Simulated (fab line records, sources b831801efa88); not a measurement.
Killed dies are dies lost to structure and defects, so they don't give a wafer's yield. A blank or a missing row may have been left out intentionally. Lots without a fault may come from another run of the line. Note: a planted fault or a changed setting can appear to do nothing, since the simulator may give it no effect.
Problem report in the 8D (eight disciplines) form, filled by code :: flow sfq-line :: the parts of the form that need people (team, actions taken, sign-off) are left out

== 1. WHAT IS WRONG ==
Mean of exposure-dose-mJ-cm2 at SFQ_TRILAYER_I7_VIA_LITHO_EXPOSE_188: 17.448 across 12 wafers in 4 lots; on wafers with no fault it is 21.302 (standard deviation 0.021). So: -99 or more standard deviations from the usual mean.
The step: exposes mask I7, target cd 1000 nm.
Earliest sighting: wafer L309.1 on krf-scanner-01 at day 87 21:32. At this step, 39 wafers from 13 lots have a number in the record. By rule, "out" or "out of limits" means more than 4 standard deviations away from the usual mean. The other wafers with a number count as sound.

== 2. WHAT IT IS AND WHAT IT IS NOT ==
question: which readings at this step
is: exposure-dose-mJ-cm2
is not: -

question: which lots
is: L309, L310, L316, L317
is not: L303, L304, L305, L306, L307, L308, L311, L321, L324

question: which wafers of those lots
is: all that have a number
is not: -

question: read on which tools
is: krf-scanner-01
is not: krf-scanner-02

question: when
is: from day 87 21:32
is not: up to then (18 sound wafers); but 9 sound wafers of L311, L321, L324 came after

== 3. SUSPECTS, AND WHAT RULES EACH OUT ==
Counting: a tool at a process step up to the reading stays a suspect if it ran every lot that is out and no sound lot after the first of them.
- krf-scanner-01 at SFQ_TRILAYER_I7_VIA_LITHO_EXPOSE_188 (exposes mask I7, target cd 1000 nm): kept. It ran every lot that is out, first L309 (day 87 21:32), and no sound lot after that; its last sound lot up to then is L308 (day 87 15:32). Out on those wafers are its own readings of exposure-dose-mJ-cm2.
The count leaves krf-scanner-01 at SFQ_TRILAYER_I7_VIA_LITHO_EXPOSE_188.

== 4. THE CAUSE (what the simulator had put in) ==
Drift in process parameters on krf-scanner-01 at SFQ_TRILAYER_I7_VIA_LITHO_EXPOSE_188, starting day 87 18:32. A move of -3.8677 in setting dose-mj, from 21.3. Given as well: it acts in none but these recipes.
This tool alone remained once counting was done.

== 5. THE CHAIN OF EFFECTS, in route order ==
Each row: a reading where the mean over the struck wafers with a number is more than 3 standard deviations away from the usual. Scope: only readings with a usual standard deviation given in the record; hours: median across lots of the time from each lot's start at the first step in this table that gives one to its start at this step; sigmas: change in usual standard deviations.
hours: 0
step: SFQ_TRILAYER_I7_VIA_LITHO_EXPOSE_188
reading: exposure-dose-mJ-cm2
usual: 21.302
on struck wafers: 17.448
change: -3.854
sigmas: -99 or more
Process steps it contains:
- SFQ_TRILAYER_I7_VIA_LITHO_EXPOSE_188: exposes mask I7, target cd 1000 nm.

== 6. HOW IT WOULD HAVE BEEN CAUGHT EARLIER ==
First out-of-limits reading in this record: day 87 21:32, which is 3 hours after fault onset at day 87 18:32.
